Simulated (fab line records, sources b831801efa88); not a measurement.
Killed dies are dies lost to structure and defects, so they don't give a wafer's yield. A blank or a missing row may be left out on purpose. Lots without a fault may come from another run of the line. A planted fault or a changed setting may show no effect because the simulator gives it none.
A struck lot beside a sound one | flow sky130 | 16 steps out of a route of 708
Sound: wafers L581.3, L581.4, L581.5. Struck: wafers L579.1, L579.3, L579.5. The cause comes at the end.
At each step with rows: each side's tool, then ch and its chambers, then its first start. Under that, the readings that differ: sound wafers | struck wafers | difference of the means | sigmas: that difference in standard deviations of wafers without a fault.
alike: readings whose means differ by less than 2 such deviations, and words and numbers that are the same on both sides. not compared: withheld readings, readings that some wafer has no value for, bounds like >300 that may hide the same value, and numbers for which the record gives no deviation and whose values overlap.
The two part at a step that has a row with sigmas, a row that says differs or no value, or rows on one side only. Numbers that don't overlap but have no deviation are shown without sigmas and don't part them. A reading that every wafer of one side lacks parts them only if that side has two wafers or more.

first, 3 steps without rows for these wafers: SKY_VIA2_EXPOSE_09 (exposes mask VIM2, target cd 200 nm); SKY_VIA2_PEB_10; SKY_VIA2_DEVELOP_11 (develop time 60 s).
SKY_VIA2_CD_MEAS_12: target cd 200 nm.
  sound on cd_sem-02, day 40 22:38; struck on cd_sem-02, day 40 02:20
  alike: cd_nm
SKY_VIA2_OVL_MEAS_13:
  sound on overlay-01, day 40 22:43; struck on overlay-02, day 40 02:28
  alike: VIA2_OVL
SKY_VIA2_ETCH_14: etches BARC in N2/H2, stops on SiO2, time 45.9 s, target depth 60 nm.
  sound on rie_diel-01 ch 0,2,3, day 40 22:45; struck on rie_diel-02 ch 0,1, day 40 02:30
  alike: drypump_motor_current_A, oes_product_au, throttle_valve_pct
  not compared: rf_hours_counter_h
SKY_VIA2_ETCH_15: etches SiO2 in C4F8/O2/Ar, stops on TiN, target depth 546 nm, time 84 s.
  sound on rie_diel-01 ch 0,2,3, day 40 22:47; struck on rie_diel-02 ch 0,1, day 40 02:32
  alike: oes_product_au
  not compared: rf_hours_counter_h
SKY_VIA2_STRIP_16: strips in O2/N2.
  sound on plasma_asher-03 ch 0,1, day 40 22:53; struck on plasma_asher-04 ch 0,1, day 40 02:36
  alike: drypump_motor_current_A, oes_product_au, strip_time_to_endpoint_s
  not compared: rf_hours_counter_h
then, 3 steps without rows for these wafers: SKY_VIA2_STRIP_17 (strips in post etch residue remover, time 1200 s); SKY_VIA2_CLEAN_18 (cleans in IPA, time 180 s); SKY_VIA2_CLEAN_19 (cleans in O3/DIW).
SKY_VIA2_SPUTTER_20: material TiN, target thk 20 nm, time 80 s.
  sound on pvd_sputter-03, day 40 23:27; struck on pvd_sputter-01, day 40 03:14
  alike: throttle_valve_pct
SKY_VIA2_CVD_21: deposits W, target thk 420 nm, time 126.4 s.
  sound on cvd_w-02 ch 0,1, day 40 23:33; struck on cvd_w-01 ch 0,1, day 40 03:18
  reading                            | sound             | struck            | difference | sigmas
  chamber_pressure_Torr (Torr)       | 40.08 40.01 40.05 | 35.75 35.69 35.62 | -4.36      | -51
  heater_power_w (W)                 | 907 1032 1018     | 738 866 750       | -201       | -2
  model.W_of_VIA2_CVD_21.thk_nm (nm) | 432.2 426.3 428.6 | 410.3 404.4 413.6 | -19.6      |
SKY_VIA2_RS_MEAS_22: measures by four-point-probe.
  sound on film_metro-01, day 40 23:41; struck on film_metro-03, day 40 03:26
  reading            | sound             | struck            | difference | sigmas
  VIA2_W_RS (ohm/sq) | 0.264 0.267 0.266 | 0.279 0.283 0.277 | +0.014     | +3
SKY_VIA2_THK_MEAS_23: measures by xrf.
  sound on film_metro-01, day 40 23:47; struck on film_metro-03, day 40 03:33
  alike: VIA2_W_THK
SKY_PAD_OPEN_PROBE_99:
  the record has rows for the sound wafers here (prober-02, day 49 11:23) and none for the struck ones

WHERE THEY PART
First at SKY_VIA2_CVD_21; last, within this record, at SKY_PAD_OPEN_PROBE_99.

WHY: what the simulator had put in
Process parameter drift: cvd_w-01, from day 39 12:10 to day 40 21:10, at SKY_VIA2_CVD_21. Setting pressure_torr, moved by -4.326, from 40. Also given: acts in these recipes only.
